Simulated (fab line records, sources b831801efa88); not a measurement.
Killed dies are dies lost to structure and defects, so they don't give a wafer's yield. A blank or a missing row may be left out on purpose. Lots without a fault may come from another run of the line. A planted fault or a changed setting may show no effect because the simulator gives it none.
Which tool did it? | flow gf180mcu | 11 lots, 33 wafers sampled, at 6 steps of a route of 602

WHAT THE GAUGES READ, wafer by wafer
GF_STI_THK_MEAS_02. Usual: STI_OXIDATION_THK 10.07 nm, standard deviation 0.17.
lot  | measured    | on            | STI_OXIDATION_THK (nm) | flag
L493 | day 1 12:40 | film_metro-02 | 10.11 10.18 10.18      |
L495 | day 1 21:32 | film_metro-04 | 9.99 9.90 10.04        |
L497 | day 2 09:19 | film_metro-04 | 9.78 9.99 10.03        |
L498 | day 2 13:57 | film_metro-02 | 9.99 10.16 10.04       |
L507 | day 4 09:32 | film_metro-04 | 10.27 9.95 10.04       |
L508 | day 4 14:50 | film_metro-04 | 10.18 10.24 10.08      |
L509 | day 4 19:31 | film_metro-04 | 10.06 10.03 9.84       |
L510 | day 5 00:32 | film_metro-04 | 10.04 10.03 10.11      |
L511 | day 5 05:57 | film_metro-04 | 10.16 10.33 10.24      |
L512 | day 5 12:08 | film_metro-01 | 9.99 9.84 9.80         |
L516 | day 6 07:01 | film_metro-01 | 10.21 10.06 9.93       |

GF_VT_IMPLANT_RS_MEAS_47: measures by four-point-probe. Usual: NWELL_RS 487.2 ohm/sq, standard deviation 1.2.
lot  | measured     | on            | NWELL_RS (ohm/sq)                   | flag
L493 | day 7 13:29  | film_metro-03 | 486.7 487.6 486.7                   |
L495 | day 8 04:29  | film_metro-01 | 486.0 486.9 487.6                   |
L497 | day 8 16:08  | film_metro-03 | 486.5 486.4 486.6                   |
L498 | day 8 22:54  | film_metro-01 | 488.6 488.6 487.7                   |
L507 | day 11 10:26 | film_metro-03 | 476.6 476.7 476.6 477.4 476.7 476.8 | OFF
L508 | day 11 21:26 | film_metro-03 | 475.4 476.7 477.1 476.0 475.5 477.3 | OFF
L509 | day 12 05:14 | film_metro-01 | 476.3 478.3 477.5 476.8 476.9 477.6 | OFF
L510 | day 12 08:10 | film_metro-02 | 488.8 489.6 488.2                   |
L511 | day 12 14:43 | film_metro-03 | 488.2 488.7 488.5                   |
L512 | day 12 19:23 | film_metro-01 | 488.6 489.4 488.8                   |
L516 | day 14 00:47 | film_metro-01 | 486.7 486.8 487.2                   |

GF_VT_IMPLANT_RS_MEAS_48: measures by four-point-probe. Usual: LVPWELL_RS 1196.3 ohm/sq, standard deviation 2.7.
lot  | measured     | on            | LVPWELL_RS (ohm/sq)  | flag
L493 | day 7 13:36  | film_metro-03 | 1197.1 1197.9 1201.6 |
L495 | day 8 04:37  | film_metro-01 | 1198.0 1197.3 1198.1 |
L497 | day 8 16:16  | film_metro-03 | 1194.8 1193.4 1192.8 |
L498 | day 8 23:01  | film_metro-01 | 1188.9 1196.5 1193.8 |
L507 | day 11 12:53 | film_metro-03 | 1195.1 1194.2 1194.5 |
L508 | day 11 23:20 | film_metro-03 | 1194.8 1193.9 1196.7 |
L509 | day 12 10:26 | film_metro-01 | 1197.0 1196.2 1194.8 |
L510 | day 12 08:17 | film_metro-02 | 1194.0 1195.6 1199.0 |
L511 | day 12 14:50 | film_metro-03 | 1197.6 1196.0 1198.5 |
L512 | day 12 19:30 | film_metro-01 | 1196.9 1199.7 1195.5 |
L516 | day 14 00:55 | film_metro-01 | 1195.1 1195.6 1195.9 |

WHICH TOOL RAN EACH LOT (tool, then ch and the chambers of the sampled wafers, then the start)
lot  | GF_STI_ETCH_14                  | GF_DNWELL_STRIP_08                  | GF_NWELL_IMPLANT_08
L493 | rie_si-01 ch 1,2, day 2 02:50   | plasma_asher-03 ch 0,1, day 2 19:38 | implanter-02 ch 0, day 3 07:51
L495 | rie_si-02 ch 0,2,3, day 2 11:20 | plasma_asher-03 ch 0,1, day 3 07:22 | implanter-03 ch 0, day 3 20:30
L497 | rie_si-02 ch 0,3, day 3 00:04   | plasma_asher-02 ch 0,1, day 3 17:04 | implanter-02 ch 0, day 4 04:49
L498 | rie_si-01 ch 0,2,3, day 3 04:20 | plasma_asher-03 ch 0,1, day 3 21:49 | implanter-03 ch 0, day 4 10:32
L507 | rie_si-02 ch 2,3, day 5 01:31   | plasma_asher-03 ch 0,1, day 5 21:02 | implanter-03 ch 0, day 6 12:04
L508 | rie_si-01 ch 1,2, day 5 07:02   | plasma_asher-01 ch 0,1, day 6 04:56 | implanter-03 ch 0, day 6 20:07
L509 | rie_si-02 ch 0,2,3, day 5 11:31 | plasma_asher-02 ch 0,1, day 6 11:07 | implanter-03 ch 0, day 7 02:40
L510 | rie_si-02 ch 0,1,3, day 5 16:40 | plasma_asher-01 ch 0,1, day 6 14:59 | implanter-02 ch 0, day 7 06:18
L511 | rie_si-02 ch 0,1,2, day 5 22:07 | plasma_asher-03 ch 0,1, day 6 18:53 | implanter-02 ch 0, day 7 10:42
L512 | rie_si-02 ch 0,1,3, day 6 04:32 | plasma_asher-01 ch 0,1, day 7 00:25 | implanter-04 ch 0, day 7 15:52
L516 | rie_si-02 ch 0,1,2, day 7 01:34 | plasma_asher-03 ch 0,1, day 7 22:07 | implanter-02 ch 0, day 8 14:13
- GF_STI_ETCH_14: etches Si in HBr/Cl2/O2, target depth 360 nm, time 102.9 s.
- GF_DNWELL_STRIP_08: strips in O2/N2.
- GF_NWELL_IMPLANT_08

WHAT THE TOOLS THEMSELVES READ (means of the sampled wafers that have a number; where no wafer has one, the mark that the record gives instead)
GF_STI_ETCH_14. Usual: chamber_pressure_mTorr 15.000 mTorr, standard deviation 0.015; drypump_motor_current_A 5.8 A, standard deviation 0.5; oes_product_au 1.002 a.u., standard deviation 0.0087; throttle_valve_pct 25.656 %, standard deviation 0.0095.
lot  | tool      | chamber_pressure_mTorr (mTorr) | drypump_motor_current_A (A) | oes_product_au (a.u.) | throttle_valve_pct (%) | flag
L493 | rie_si-01 | 15.000                         | 5.6                         | 0.995                 | 25.655                 |
L495 | rie_si-02 | 15.005                         | 5.6                         | 0.999                 | 25.661                 |
L497 | rie_si-02 | 14.994                         | 5.6                         | 0.999                 | 25.663                 |
L498 | rie_si-01 | 15.016                         | 6.2                         | 1.007                 | 25.651                 |
L507 | rie_si-02 | 15.012                         | 6.1                         | 0.996                 | 25.660                 |
L508 | rie_si-01 | 14.997                         | 5.6                         | 0.994                 | 25.660                 |
L509 | rie_si-02 | 15.003                         | 5.6                         | 0.995                 | 25.656                 |
L510 | rie_si-02 | 15.000                         | 5.5                         | 0.998                 | 25.664                 |
L511 | rie_si-02 | 15.011                         | 5.5                         | 0.999                 | 25.660                 |
L512 | rie_si-02 | 15.005                         | 5.5                         | 0.996                 | 25.659                 |
L516 | rie_si-02 | 15.009                         | 5.6                         | 1.001                 | 25.657                 |

GF_DNWELL_STRIP_08. Usual: chamber_pressure_mTorr 1500.0 mTorr, standard deviation 1.3; drypump_motor_current_A 5.5 A, standard deviation 0.33; heater_power_w 355 W, standard deviation 42; oes_product_au 0.723 a.u., standard deviation 0.0043; strip_time_to_endpoint_s 36.97 s, standard deviation 0.091.
lot  | tool            | chamber_pressure_mTorr (mTorr) | drypump_motor_current_A (A) | heater_power_w (W) | oes_product_au (a.u.) | strip_time_to_endpoint_s (s) | flag
L493 | plasma_asher-03 | 1500.5                         | 5.6                         | 333                | 0.725                 | 36.98                        |
L495 | plasma_asher-03 | 1500.1                         | 5.5                         | 378                | 0.723                 | 36.90                        |
L497 | plasma_asher-02 | 1500.4                         | 5.9                         | 360                | 0.723                 | 36.80                        |
L498 | plasma_asher-03 | 1500.2                         | 5.5                         | 381                | 0.719                 | 36.94                        |
L507 | plasma_asher-03 | 1500.8                         | 5.5                         | 376                | 0.721                 | 37.03                        |
L508 | plasma_asher-01 | 1501.4                         | 5.3                         | 350                | 0.721                 | 37.09                        |
L509 | plasma_asher-02 | 1501.4                         | 5.9                         | 360                | 0.723                 | 37.08                        |
L510 | plasma_asher-01 | 1499.8                         | 5.3                         | 343                | 0.725                 | 37.05                        |
L511 | plasma_asher-03 | 1499.8                         | 5.5                         | 379                | 0.722                 | 37.02                        |
L512 | plasma_asher-01 | 1499.4                         | 5.2                         | 351                | 0.723                 | 36.99                        |
L516 | plasma_asher-03 | 1499.9                         | 5.5                         | 381                | 0.723                 | 36.94                        |

GF_NWELL_IMPLANT_08. Usual: beam_energy_keV 450.02, standard deviation 0.13; tilt_deg 0.002 degrees, standard deviation 0.021.
lot  | tool         | beam_energy_keV | tilt_deg (degrees) | flag
L493 | implanter-02 | 450.07          | -0.004             |
L495 | implanter-03 | 450.11          | -0.002             |
L497 | implanter-02 | 449.93          | -0.009             |
L498 | implanter-03 | 449.97          | -0.007             |
L507 | implanter-03 | 501.21          | 0.001              | OFF
L508 | implanter-03 | 501.22          | 0.007              | OFF
L509 | implanter-03 | 501.11          | 0.008              | OFF
L510 | implanter-02 | 449.95          | 0.027              |
L511 | implanter-02 | 449.93          | 0.020              |
L512 | implanter-04 | 450.21          | -0.019             |
L516 | implanter-02 | 450.06          | 0.002              |

THE ANSWER, worked out from the rows above alone
Rule: a lot is off if the mean of its wafers that have a number lies more than 3 standard deviations from the usual mean. A lot without any number at a reading at which 4 lots or more have one is off too. The other lots that the step has rows for count as sound. The gauges are gone through in route order, then the tools' own readings, and for those a lot's mean is taken as printed above. The first step at which some lot is off is used, and at that step the reading that is off furthest; a lot without a number counts as furthest.
Off: L507, L508, L509, at GF_VT_IMPLANT_RS_MEAS_47 (NWELL_RS).
A tool fits if, at a process step before that reading, it ran every lot that is off, and no sound lot after the first of them. The gauges at GF_VT_IMPLANT_RS_MEAS_47 aren't tried: what is off there is off at GF_NWELL_IMPLANT_08 too, on other tools, and a gauge's error can't cause that. One fits: implanter-03 at GF_NWELL_IMPLANT_08. Its last sound lot is L498 (day 4 10:32), its first lot that is off L507 (day 6 12:04): a fault that began between those two fits.
The tool's own readings at GF_NWELL_IMPLANT_08 bear it out: on the lots that are off they differ by more than 5 times the standard deviation of the sound lots' means. beam_energy_keV reads 501.18 there against 450.03 on the sound lots.

WHAT THE SIMULATOR HAD PUT IN
Process parameter drift: implanter-03, from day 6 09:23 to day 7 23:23, at GF_NWELL_IMPLANT_08. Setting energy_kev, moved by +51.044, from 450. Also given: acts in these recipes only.
Lots struck among those shown: L507, L508, L509. The rule above found the same.
